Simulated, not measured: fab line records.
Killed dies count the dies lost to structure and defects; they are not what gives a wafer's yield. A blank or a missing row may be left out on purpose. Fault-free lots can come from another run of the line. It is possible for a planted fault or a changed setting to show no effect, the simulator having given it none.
fab line records	flow sky130
record lots=10	wafers=30	last_day=50
route steps=708 shown VIA2@521 CAPM@537 METAL3@567 PAD_OPEN@708
lots that met no fault: from a run of the same line without faults
start_h: hours from the record's opening day to when the first of the lot's shown wafers began	wait_h: hours since the lot's step before	" same as the row above	L1.1+2: several wafers, shown together as one row	- no value, or no start given	* or withheld: withheld	< > ~ a bound
route shown NAME@n: NAME is a module with steps in the file, n the number in the route of the first one	usual: the fault-free wafers' mean and standard deviation	same: alike in all rows	chamber/n: place in a boat	sites: each site's reading	_std_site: the values' standard deviation	_edge_site: inner sites' mean taken away from outer sites' mean	radius_mm: for every site, how far away it sits from the centre of the wafer	mask NAME#n: copy n	behind: the most recent tool/chamber to have shaped the wafer	hold: what put the lot on hold/how long, in hours/how the hold closed	device: which transistor (n, p or np) failed to switch	end of line: at the end of the route, the tests of the same wafers	for a step that has no rows: nothing shown but its recipe	killed: at the first sort, the dies lost to defects and structure; wafer yield is something else	map: dies across one wafer; x = killed, . = not, _ = none there
set.NAME: the setting that was run; set.NAME@STEP: the one run at that earlier step	model.NAME: the simulator's own value behind a step, which no gauge read
the route's steps for a sample of lots (tables are steps, rows are wafers)
services: from which hour (start_h, from the record's first day; less than 0 if before it) a tool's chamber was out of use, for how many hours, and why
## steps
# step SKY_VIA2_ETCH_14
# recipe chemistry=N2/H2	target=BARC	ion_energy_ev=200	source_w=500	bias_w=100	pressure_mtorr=30	n2_flow_sccm=100	h2_flow_sccm=200	stop_on=SiO2	time_s=45.9	target_depth_a=600
# usual drypump_motor_current_A=5.6/0.36	oes_product_au=0.855/0.005	throttle_valve_pct=13.225/0.0093
lot.wafer	tool	chamber	start_h	wait_h	drypump_motor_current_A	oes_product_au	rf_hours_counter_h	throttle_valve_pct
L793.3	rie_diel-01	0	876.83	0.0	5.6	0.847	4	13.219
L793.5	"	1	"	"	5.5	0.861	-	13.222
L793.6	"	0	"	"	5.6	0.854	-	13.223
L794.1	rie_diel-03	2	882.55	0.0	5.9	0.846	10	13.207
L794.3	"	0	"	"	5.3	0.861	0	13.238
L794.4	"	3	"	"	5.2	0.852	20	13.233
L801.2	rie_diel-01	1	953.45	0.0	5.5	0.850	5	13.218
L801.4	"	0	"	"	5.6	0.867	6	13.215
L801.5	"	2	"	"	5.7	0.856	-	13.214
L803.1	rie_diel-03	2	960.25	0.0	5.9	0.855	12	13.228
L803.3	"	3	"	"	5.2	0.855	22	13.225
L803.6	"	0	"	"	5.3	0.862	-	13.225
L807.2	rie_diel-02	1	975.53	0.0	6.2	0.857	16	13.235
L807.4	"	0	"	"	5.3	0.851	19	13.230
L807.5	"	0	"	"	5.3	0.854	-	13.211
L806.1	rie_diel-02	2	978.00	0.0	5.6	0.860	19	13.215
L806.2	"	0	"	"	5.3	0.849	20	13.217
L806.4	"	3	"	"	4.8	0.857	23	13.221
L808.1	rie_diel-01	2	989.03	0.0	5.7	0.858	5	13.232
L808.2	"	1	"	"	5.5	0.858	6	13.225
L808.3	"	3	"	"	6.2	0.855	0	13.231
L809.3	rie_diel-02	3	990.68	0.0	4.8	0.852	24	13.222
L809.4	"	0	"	"	5.3	0.848	20	13.230
L809.5	"	1	"	"	6.2	0.849	-	13.230
L810.1	rie_diel-01	3	995.60	0.0	6.2	0.857	1	13.235
L810.4	"	2	"	"	5.7	0.853	5	13.231
L810.5	"	0	"	"	5.7	0.852	-	13.210
L811.1	rie_diel-03	0	1006.45	0.0	5.3	0.845	4	13.233
L811.2	"	1	"	"	6.0	0.850	19	13.226
L811.3	"	3	"	"	5.2	0.851	23	13.223
# step SKY_CAPM_CVD_00
# recipe material=SiO2	target_thk_nm=15.5	temp_c=400	time_s=withheld	rf_w=450
# usual heater_power_w=695/110	susceptor_temp_C=399.97/0.2
lot.wafer	tool	chamber	start_h	wait_h	heater_power_w	susceptor_temp_C
L793.3	pecvd-03	1	878.35	0.0	841	399.93
L793.5	"	0	"	"	775	-
L793.6	"	2	"	"	583	399.85
L794.1	pecvd-03	0	884.10	0.0	866	-
L794.3	"	1	"	"	855	400.13
L794.4	"	1	"	"	839	400.07
L801.2	pecvd-03	1	955.01	0.0	878	400.45
L801.4	"	0	"	"	700	400.15
L801.5	"	1	"	"	864	400.28
L803.1	pecvd-03	2	961.77	0.0	604	399.84
L803.3	"	1	"	"	851	400.03
L803.6	"	0	"	"	832	399.76
L807.2	pecvd-03	1	977.05	0.0	850	399.76
L807.4	"	2	"	"	557	399.89
L807.5	"	2	"	"	542	399.70
L806.1	pecvd-02	1	979.53	0.0	594	400.19
L806.2	"	2	"	"	620	399.72
L806.4	"	0	"	"	824	399.87
L808.1	pecvd-02	0	990.55	0.0	713	399.99
L808.2	"	2	"	"	607	400.27
L808.3	"	1	"	"	614	400.11
L809.3	pecvd-04	1	992.29	0.0	652	400.25
L809.4	"	0	"	"	691	399.58
L809.5	"	1	"	"	674	400.23
L810.1	pecvd-04	2	997.12	0.0	793	399.87
L810.4	"	1	"	"	692	399.73
L810.5	"	2	"	"	782	400.20
L811.1	pecvd-03	0	1007.97	0.0	825	399.85
L811.2	"	2	"	"	568	400.36
L811.3	"	1	"	"	829	399.90
# step SKY_CAPM_THK_MEAS_01
# recipe reads=SiO2_of_CAPM_CVD_00
# usual CAPM_CVD_00_THK=15.50/0.23
lot.wafer	tool	chamber	start_h	wait_h	CAPM_CVD_00_THK[nm]
L793.3	film_metro-03	-	878.40	-	15.05
L793.5	"	-	"	"	13.50
L793.6	"	-	"	"	15.44
L794.1	film_metro-03	-	884.13	-	13.47
L794.3	"	-	"	"	15.46
L794.4	"	-	"	"	15.69
L801.2	film_metro-04	-	955.04	-	15.71
L801.4	"	-	"	"	15.93
L801.5	"	-	"	"	15.96
L803.1	film_metro-01	-	961.79	-	15.37
L803.3	"	-	"	"	15.31
L803.6	"	-	"	"	15.88
L807.2	film_metro-03	-	977.10	-	15.41
L807.4	"	-	"	"	15.50
L807.5	"	-	"	"	15.71
L806.1	film_metro-03	-	979.55	-	15.09
L806.2	"	-	"	"	15.27
L806.4	"	-	"	"	15.53
L808.1	film_metro-01	-	990.58	-	15.48
L808.2	"	-	"	"	15.45
L808.3	"	-	"	"	15.14
L809.3	film_metro-04	-	992.33	-	15.75
L809.4	"	-	"	"	15.58
L809.5	"	-	"	"	15.66
L810.1	film_metro-04	-	997.15	-	15.46
L810.4	"	-	"	"	15.66
L810.5	"	-	"	"	15.52
L811.1	film_metro-03	-	1007.99	-	14.95
L811.2	"	-	"	"	15.00
L811.3	"	-	"	"	15.05
# step SKY_CAPM_RS_MEAS_03
# recipe thk_meas_gauge=four-point-probe	reads=TiN_of_CAPM_SPUTTER_02
# usual CAPM_TIN_RS=6.96/0.079
lot.wafer	tool	chamber	start_h	wait_h	CAPM_TIN_RS[ohm/sq]
L793.3	film_metro-01	-	878.58	0.1	6.96
L793.5	"	-	"	"	6.90
L793.6	"	-	"	"	6.87
L794.1	film_metro-04	-	884.30	0.1	6.98
L794.3	"	-	"	"	6.91
L794.4	"	-	"	"	6.94
L801.2	film_metro-01	-	955.22	0.1	7.07
L801.4	"	-	"	"	7.03
L801.5	"	-	"	"	7.05
L803.1	film_metro-03	-	961.96	0.1	6.90
L803.3	"	-	"	"	6.90
L803.6	"	-	"	"	6.96
L807.2	film_metro-01	-	977.28	0.1	7.07
L807.4	"	-	"	"	7.06
L807.5	"	-	"	"	7.11
L806.1	film_metro-01	-	979.72	0.1	7.04
L806.2	"	-	"	"	7.00
L806.4	"	-	"	"	7.00
L808.1	film_metro-01	-	990.75	0.1	6.83
L808.2	"	-	"	"	6.79
L808.3	"	-	"	"	6.85
L809.3	film_metro-03	-	992.52	0.1	7.04
L809.4	"	-	"	"	7.03
L809.5	"	-	"	"	6.96
L810.1	film_metro-03	-	997.31	0.1	6.89
L810.4	"	-	"	"	6.84
L810.5	"	-	"	"	6.92
L811.1	film_metro-04	-	1008.16	0.1	6.91
L811.2	"	-	"	"	6.89
L811.3	"	-	"	"	6.93
# step SKY_CAPM_STRIP_14
# recipe chemistry=O2/N2	power_w=1400	pressure_mtorr=1500	platen_temp_c=withheld	o2_flow_sccm=3000	n2_flow_sccm=300	overash_fraction=0.5
# usual drypump_motor_current_A=5.7/0.43	oes_product_au=0.710/0.0048	strip_time_to_endpoint_s=12.66/0.04
# same overash_fraction=0.5
lot.wafer	tool	chamber	start_h	wait_h	drypump_motor_current_A	oes_product_au	rf_hours_counter_h	strip_time_to_endpoint_s
L793.3	plasma_asher-03	1	904.44	0.1	5.0	0.715	-	12.59
L793.5	"	1	"	"	5.0	0.713	-	12.62
L793.6	"	0	"	"	6.0	0.708	-	12.60
L794.1	plasma_asher-01	0	909.77	0.1	5.3	0.709	77	12.60
L794.3	"	0	"	"	5.3	0.713	-	12.61
L794.4	"	1	"	"	6.0	0.708	-	12.65
L801.2	plasma_asher-02	1	979.46	0.1	6.2	0.708	23	12.61
L801.4	"	0	"	"	5.8	0.695	-	12.64
L801.5	"	0	"	"	5.8	0.703	-	12.70
L803.1	plasma_asher-01	1	985.64	0.1	6.0	0.703	84	12.68
L803.3	"	1	"	"	6.1	0.718	-	12.69
L803.6	"	0	"	"	5.3	0.712	-	12.67
L807.2	plasma_asher-01	1	1000.49	0.1	6.1	0.711	86	12.60
L807.4	"	1	"	"	6.1	0.715	-	12.59
L807.5	"	1	"	"	6.1	0.710	-	12.65
L806.1	plasma_asher-03	1	1002.69	0.1	5.0	0.700	52	12.70
L806.2	"	0	"	"	6.0	0.707	52	12.67
L806.4	"	1	"	"	5.0	0.713	-	12.70
L808.1	plasma_asher-01	0	1013.94	0.1	5.3	0.705	87	12.73
L808.2	"	1	"	"	6.1	0.706	87	12.74
L808.3	"	0	"	"	5.3	0.720	-	12.73
L809.3	plasma_asher-03	1	1015.17	0.1	5.1	0.723	-	12.65
L809.4	"	0	"	"	6.0	0.706	-	12.68
L809.5	"	0	"	"	6.0	0.718	-	12.64
L810.1	plasma_asher-03	1	1020.31	0.1	5.0	0.714	54	12.67
L810.4	"	1	"	"	5.0	0.712	-	12.62
L810.5	"	0	"	"	6.0	0.709	-	12.59
L811.1	plasma_asher-01	1	1030.01	0.1	6.1	0.714	89	12.68
L811.2	"	0	"	"	5.3	0.710	89	12.72
L811.3	"	0	"	"	5.3	0.706	-	12.70
# step SKY_METAL3_ETCH_17
# recipe target=SiO2	stop_on=TiN	chemistry=C4F8/O2/Ar	source_w=1500	bias_w=1200	pressure_mtorr=40	c4f8_flow_sccm=withheld	O2_flow_sccm=6	Ar_flow_sccm=300	time_s=3.9	target_depth_a=150
# usual oes_product_au=0.754/0.007
lot.wafer	tool	chamber	start_h	wait_h	oes_product_au	rf_hours_counter_h
L793.3	rie_diel-03	2	930.53	0.0	0.745	11
L793.5	"	0	"	"	0.706	-
L793.6	"	1	"	"	0.743	-
L794.1	rie_diel-04	2	935.35	0.1	0.704	2
L794.3	"	3	"	"	0.746	9
L794.4	"	1	"	"	0.761	3
L801.2	rie_diel-03	2	1003.25	0.1	0.762	13
L801.4	"	1	"	"	0.768	19
L801.5	"	1	"	"	0.757	-
L803.1	rie_diel-01	0	1009.66	0.1	0.749	8
L803.3	"	2	"	"	0.749	6
L803.6	"	1	"	"	0.758	-
L807.2	rie_diel-01	0	1024.23	0.1	0.755	8
L807.4	"	1	"	"	0.761	8
L807.5	"	2	"	"	0.765	-
L806.1	rie_diel-03	0	1025.98	0.1	0.742	5
L806.2	"	1	"	"	0.751	20
L806.4	"	2	"	"	0.760	14
L808.1	rie_diel-04	1	1036.81	0.1	0.757	7
L808.2	"	0	"	"	0.760	1
L808.3	"	3	"	"	0.745	12
L809.3	rie_diel-03	1	1038.78	0.0	0.757	20
L809.4	"	0	"	"	0.761	5
L809.5	"	0	"	"	0.753	-
L810.1	rie_diel-04	0	1043.55	0.1	0.744	2
L810.4	"	2	"	"	0.765	6
L810.5	"	3	"	"	0.757	-
L811.1	rie_diel-04	2	1053.00	0.1	0.743	6
L811.2	"	0	"	"	0.739	2
L811.3	"	3	"	"	0.745	13
# step SKY_PAD_OPEN_PROBE_99
# usual defect_limited_yield=82.3/1.9	killed_at_M0_to_M3=44/7	killed_at_M4_up=3.0/2	killed_at_contacts=24/5.3	killed_at_front_end=15/4	killed_at_other=0.2/0.41	killed_dies=87/9.1	killed_open=49/7.3	killed_short=38/5.9	sort_bin_3_pad_short=0.9/0.42	sort_bin_5_function=10.4/1.5	sort_bin_6_memory=6.5/1.2	sort_n_pass=405/9.1	sort_yield_pct=82.3/1.9
# same gross_dies=492	killed_at_back_side=0	sort_bin_4_leakage[%]=0	sort_bin_8_speed[%]=0
lot.wafer	tool	chamber	start_h	wait_h	defect_limited_yield[%]	killed_at_M0_to_M3	killed_at_M4_up	killed_at_contacts	killed_at_front_end	killed_at_other	killed_dies	killed_open	killed_short	sort_bin_3_pad_short[%]	sort_bin_5_function[%]	sort_bin_6_memory[%]	sort_n_pass	sort_yield_pct[%]
L807.2	prober-02	-	1175.35	0.1	83.5	44	6	19	12	0	81	45	36	1.6	10.4	4.5	411	83.5
L807.4	prober-02	-	1175.45	0.2	82.7	47	0	21	17	0	85	68	17	0.6	11.2	5.5	407	82.7
L807.5	prober-02	-	1175.50	0.2	85.0	37	3	20	14	0	74	44	30	1.4	8.7	4.9	418	85.0
L806.1	prober-01	-	1177.29	0.1	81.3	45	2	26	18	1	92	56	36	0.6	10.6	7.5	400	81.3
L806.2	prober-01	-	1177.34	0.1	82.5	50	2	18	15	1	86	47	39	0.6	10.0	6.9	406	82.5
L806.4	prober-01	-	1177.44	0.2	82.7	41	0	30	14	0	85	51	34	0.4	10.4	6.5	407	82.7
L808.1	prober-02	-	1184.14	0.1	81.1	52	3	18	20	0	93	55	38	0.8	11.6	6.5	399	81.1
L808.2	prober-02	-	1184.19	0.1	82.3	47	1	25	14	0	87	46	41	0.8	9.8	7.1	405	82.3
L808.3	prober-02	-	1184.24	0.2	83.1	48	3	19	12	1	83	43	40	0.8	8.7	7.3	409	83.1
L809.3	prober-01	-	1185.62	0.2	81.7	43	2	30	14	1	90	52	38	1.2	10.4	6.7	402	81.7
L809.4	prober-01	-	1185.67	0.2	84.6	35	1	28	12	0	76	37	39	1.0	8.5	5.9	416	84.6
L809.5	prober-01	-	1185.72	0.2	79.5	62	0	28	11	0	101	62	39	0.6	14.0	5.9	391	79.5
L810.1	prober-02	-	1189.51	0.1	84.3	41	3	19	14	0	77	43	34	1.2	9.1	5.3	415	84.3
L810.4	prober-02	-	1189.66	0.2	81.5	49	3	26	13	0	91	46	45	0.8	9.1	8.5	401	81.5
L810.5	prober-02	-	1189.71	0.2	80.5	48	4	24	19	1	96	54	42	1.0	11.4	7.1	396	80.5
L811.1	prober-01	-	1196.56	0.1	83.5	34	6	26	15	0	81	39	42	0.8	9.3	6.3	411	83.5
L811.2	prober-01	-	1196.61	0.1	82.1	48	1	25	14	0	88	48	40	0.6	10.6	6.7	404	82.1
L811.3	prober-01	-	1196.66	0.2	82.3	41	4	23	19	0	87	44	43	1.2	10.6	5.9	405	82.3
# killed by level:class
L807.2 VIA1:geometric_particle:open=12 CONTACT:geometric_particle:open=9 METAL2:geometric_particle:short=6 METAL1:geometric_particle:short=6 VIA2:geometric_particle:open=6 CONTACT:geometric_particle:short=5 POLY_GATE:geometric_particle:short=4 POLY_GATE:geometric_particle:open=4
L807.4 VIA1:geometric_particle:open=21 LI_CONTACT:geometric_particle:open=11 CONTACT:geometric_particle:open=9 VIA2:geometric_particle:open=8 FIELD_ISO:geometric_particle:open=5 POLY_GATE:geometric_particle:open=5 FIELD_ISO:geometric_particle:short=4 METAL2:geometric_particle:short=4
L807.5 VIA1:geometric_particle:open=9 CONTACT:geometric_particle:open=9 VIA3:geometric_particle:open=7 FIELD_ISO:geometric_particle:open=5 LI_CONTACT:geometric_particle:open=5 METAL1:geometric_particle:short=5 POLY_GATE:geometric_particle:short=4 VIA1:geometric_particle:short=4
L806.1 LI_CONTACT:geometric_particle:open=11 VIA1:geometric_particle:open=9 CONTACT:geometric_particle:open=9 METAL2:geometric_particle:short=9 FIELD_ISO:geometric_particle:open=6 VIA3:geometric_particle:open=6 METAL1:geometric_particle:short=5 POLY_GATE:geometric_particle:open=5
L806.2 VIA1:geometric_particle:open=11 VIA2:geometric_particle:open=10 CONTACT:geometric_particle:open=8 FIELD_ISO:geometric_particle:short=7 METAL2:geometric_particle:short=6 METAL1:geometric_particle:short=5 METAL2:geometric_particle:open=4 VIA2:geometric_particle:short=4
L806.4 VIA1:geometric_particle:open=12 LI_CONTACT:geometric_particle:open=10 VIA2:geometric_particle:open=8 CONTACT:geometric_particle:short=7 POLY_GATE:geometric_particle:open=6 LI_CONTACT:geometric_particle:short=4 LOCAL_INTERCONNECT:geometric_particle:short=4 CONTACT:geometric_particle:open=4
L808.1 VIA2:geometric_particle:open=12 VIA1:geometric_particle:open=9 VIA3:geometric_particle:open=8 POLY_GATE:geometric_particle:open=7 METAL1:geometric_particle:short=7 FIELD_ISO:geometric_particle:open=6 LI_CONTACT:geometric_particle:open=6 CONTACT:geometric_particle:open=5
L808.2 VIA1:geometric_particle:open=12 CONTACT:geometric_particle:short=10 VIA2:geometric_particle:open=7 CONTACT:geometric_particle:open=6 VIA3:geometric_particle:open=6 METAL2:geometric_particle:short=6 FIELD_ISO:geometric_particle:short=4 LOCAL_INTERCONNECT:geometric_particle:short=4
L808.3 VIA1:geometric_particle:open=12 CONTACT:geometric_particle:open=7 VIA2:geometric_particle:open=7 FIELD_ISO:geometric_particle:short=5 METAL1:geometric_particle:short=5 VIA1:geometric_particle:short=5 METAL2:geometric_particle:short=5 LI_CONTACT:geometric_particle:open=4
L809.3 LI_CONTACT:geometric_particle:open=10 CONTACT:geometric_particle:short=10 VIA2:geometric_particle:open=8 VIA3:geometric_particle:open=7 METAL1:geometric_particle:short=6 CONTACT:geometric_particle:open=6 FIELD_ISO:geometric_particle:open=5 VIA1:geometric_particle:open=5
L809.4 VIA1:geometric_particle:open=10 CONTACT:geometric_particle:short=7 METAL1:geometric_particle:short=7 LI_CONTACT:geometric_particle:open=6 LI_CONTACT:geometric_particle:short=5 LOCAL_INTERCONNECT:geometric_particle:short=5 CONTACT:geometric_particle:open=4 FIELD_ISO:geometric_particle:short=3
L809.5 VIA1:geometric_particle:open=14 CONTACT:geometric_particle:open=13 VIA3:geometric_particle:open=9 LI_CONTACT:geometric_particle:open=7 VIA2:geometric_particle:open=7 METAL1:geometric_particle:short=6 METAL2:geometric_particle:short=6 VIA1:geometric_particle:short=4
L810.1 CONTACT:geometric_particle:open=8 METAL1:geometric_particle:short=7 VIA1:geometric_particle:open=7 VIA3:geometric_particle:open=7 CONTACT:geometric_particle:short=6 VIA2:geometric_particle:open=5 VIA3:geometric_particle:short=5 POLY_GATE:geometric_particle:open=4
L810.4 VIA1:geometric_particle:open=10 METAL1:geometric_particle:short=10 LI_CONTACT:geometric_particle:open=8 CONTACT:geometric_particle:open=8 METAL2:geometric_particle:short=6 CONTACT:geometric_particle:short=5 FIELD_ISO:geometric_particle:open=4 FIELD_ISO:geometric_particle:short=4
L810.5 VIA1:geometric_particle:open=13 CONTACT:geometric_particle:open=10 FIELD_ISO:geometric_particle:open=8 VIA1:geometric_particle:short=8 VIA3:geometric_particle:open=8 CONTACT:geometric_particle:short=6 METAL1:geometric_particle:short=5 LI_CONTACT:geometric_particle:short=4
L811.1 CONTACT:geometric_particle:open=10 VIA1:geometric_particle:open=9 LOCAL_INTERCONNECT:geometric_particle:short=5 VIA1:geometric_particle:short=5 FIELD_ISO:geometric_particle:open=4 POLY_GATE:geometric_particle:short=4 CONTACT:geometric_particle:short=4 METAL2:geometric_particle:short=4
L811.2 VIA1:geometric_particle:open=14 METAL2:geometric_particle:short=9 CONTACT:geometric_particle:open=7 LI_CONTACT:geometric_particle:short=6 VIA3:geometric_particle:open=6 LI_CONTACT:geometric_particle:open=5 VIA2:geometric_particle:open=5 POLY_GATE:geometric_particle:short=4
L811.3 CONTACT:geometric_particle:open=8 VIA3:geometric_particle:open=8 POLY_GATE:geometric_particle:short=6 VIA2:geometric_particle:open=6 METAL2:geometric_particle:short=6 FIELD_ISO:geometric_particle:short=5 CONTACT:geometric_particle:short=5 VIA1:geometric_particle:open=5
## services
tool	chamber	start_h	hours	kind
pecvd-03	-	852.92	5.5	pm
plasma_asher-02	-	853.60	1.0	repair
rie_diel-03	0	859.03	-	clean
rie_diel-03	1	862.77	4.6	repair
rie_diel-01	3	865.17	4.3	repair
pecvd-04	2	893.82	4.5	repair
plasma_asher-02	-	897.09	4.3	pm
plasma_asher-01	-	902.71	4.5	pm
rie_diel-04	1	905.56	2.4	repair
plasma_asher-03	-	907.38	1.5	repair
pecvd-03	1	911.22	5.5	repair
rie_diel-03	1	921.89	4.5	repair
pecvd-02	0	925.85	14.5	repair
rie_diel-02	3	938.50	2.2	repair
pecvd-03	0	972.26	6.8	repair
pecvd-03	2	978.96	6.5	repair
rie_diel-04	-	999.76	2.8	pm
pecvd-02	0	1002.81	5.2	repair
rie_diel-04	-	1007.74	0.6	repair
pecvd-02	-	1019.94	14.6	pm
rie_diel-02	0	1028.58	9.5	repair
rie_diel-02	1	1030.65	7.4	repair
rie_diel-04	1	1031.05	4.6	repair
pecvd-03	-	1043.85	14.6	pm
## key
first_sign step=SKY_CAPM_THK_MEAS_01	reading=CAPM_CVD_00_THK	direction=down	sigmas=8.8	usual=15.50	struck=13.49
effect step=SKY_METAL3_ETCH_17	reading=oes_product_au	direction=down	sigmas=7	usual=0.754	struck=0.705
met_at SKY_CAPM_CVD_00
struck_lots L793,L794
struck_wafers L793.5,L794.1
not_acting_at SKY_VIA2_ETCH_14,SKY_CAPM_RS_MEAS_03,SKY_CAPM_STRIP_14
fault kind=process_parameter_drift	tool=pecvd-03	chamber=0	onset_h=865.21	steps=SKY_CAPM_CVD_00	channel=time_s	offset=withheld	shape=step	end_h=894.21	acts_in=*
